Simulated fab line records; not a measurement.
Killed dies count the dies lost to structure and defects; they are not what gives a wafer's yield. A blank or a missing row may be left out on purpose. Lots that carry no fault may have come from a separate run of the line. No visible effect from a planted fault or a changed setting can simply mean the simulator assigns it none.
2 desks looking at one fault :: flow gf180mcu :: what lay behind the numbers comes last; until then each desk has only its own

TOOL OWNER'S DESK, cmp-02
The tool's own readings at GF_V1_CMP_04 (polishes SiO2): means of the sampled wafers that have a number, for each lot that ran on this tool. The brackets show how far a lot's mean lies from the usual mean; more than 4 standard deviations puts the lot out of limits, marked OUT.
Columns: A = headPressurePsi at GF_V1_CMP_04, usual 3.999 psi; B = motorCurrentA at GF_V1_CMP_04, usual 12.3 A; C = timeToEndpointS at GF_V1_CMP_04, usual 82 s
lot: L479
first seen here: day 18 21:18
A: 4.004
B: 12.3
C: 83

lot: L480
first seen here: day 19 13:38
A: 4.000
B: 12.4
C: 80

lot: L481
first seen here: day 19 23:14
A: 3.997
B: 11.2
C: 88

lot: L482
first seen here: day 20 04:31
A: 3.996
B: 11.8
C: 86

lot: L486
first seen here: day 21 10:05
A: 3.993
B: 12.6
C: 80

lot: L488
first seen here: day 22 01:13
A: 4.010
B: 12.9
C: 92

lot: L489
first seen here: day 22 10:24
A: 3.997
B: 11.5
C: 91

lot: L498
first seen here: day 25 14:00
A: 4.002
B: 12.0
C: 85
Finding of this desk: none of the 8 lots has anything out of limits.

THE METROLOGY DESK
What the gauges read, lot by lot, whatever tool the lot ran on: means of the sampled wafers that have a number. The brackets show how far a lot's mean lies from the usual mean; more than 4 standard deviations puts the lot out of limits, marked OUT.
Columns: A = M1_ALCU_THK at GF_M1_THK_MEAS_06, usual 459 nm; B = cdNm at GF_M1_CD_MEAS_14, usual 230.1 nm
lot: L477
first seen here: day 17 08:32
A: 455
B: 229.2

lot: L479
first seen here: day 17 20:20
A: 465
B: 229.1

lot: L480
first seen here: day 18 12:03
A: 451
B: 232.5

lot: L481
first seen here: day 18 21:08
A: 459
B: 229.4

lot: L482
first seen here: day 19 02:52
A: 453
B: 231.5

lot: L486
first seen here: day 20 08:46
A: 459
B: 228.9

lot: L488
first seen here: day 21 00:47
A: 468
B: 229.4

lot: L489
first seen here: day 21 09:43
A: 454
B: 232.4

lot: L493
first seen here: day 23 00:12
A: 465
B: 230.0

lot: L496
first seen here: day 23 21:50
A: 453
B: 230.6

lot: L498
first seen here: day 24 14:19
A: 457
B: 230.2

lot: L499
first seen here: day 24 22:49
A: 455
B: 228.8
Finding of this desk: none of the 12 lots has anything out of limits.

PUT TOGETHER
The desk of the tool owner found nothing out of limits.
Metrology desk: nothing out of limits seen.

WHAT WAS PUT IN BY THE SIMULATOR
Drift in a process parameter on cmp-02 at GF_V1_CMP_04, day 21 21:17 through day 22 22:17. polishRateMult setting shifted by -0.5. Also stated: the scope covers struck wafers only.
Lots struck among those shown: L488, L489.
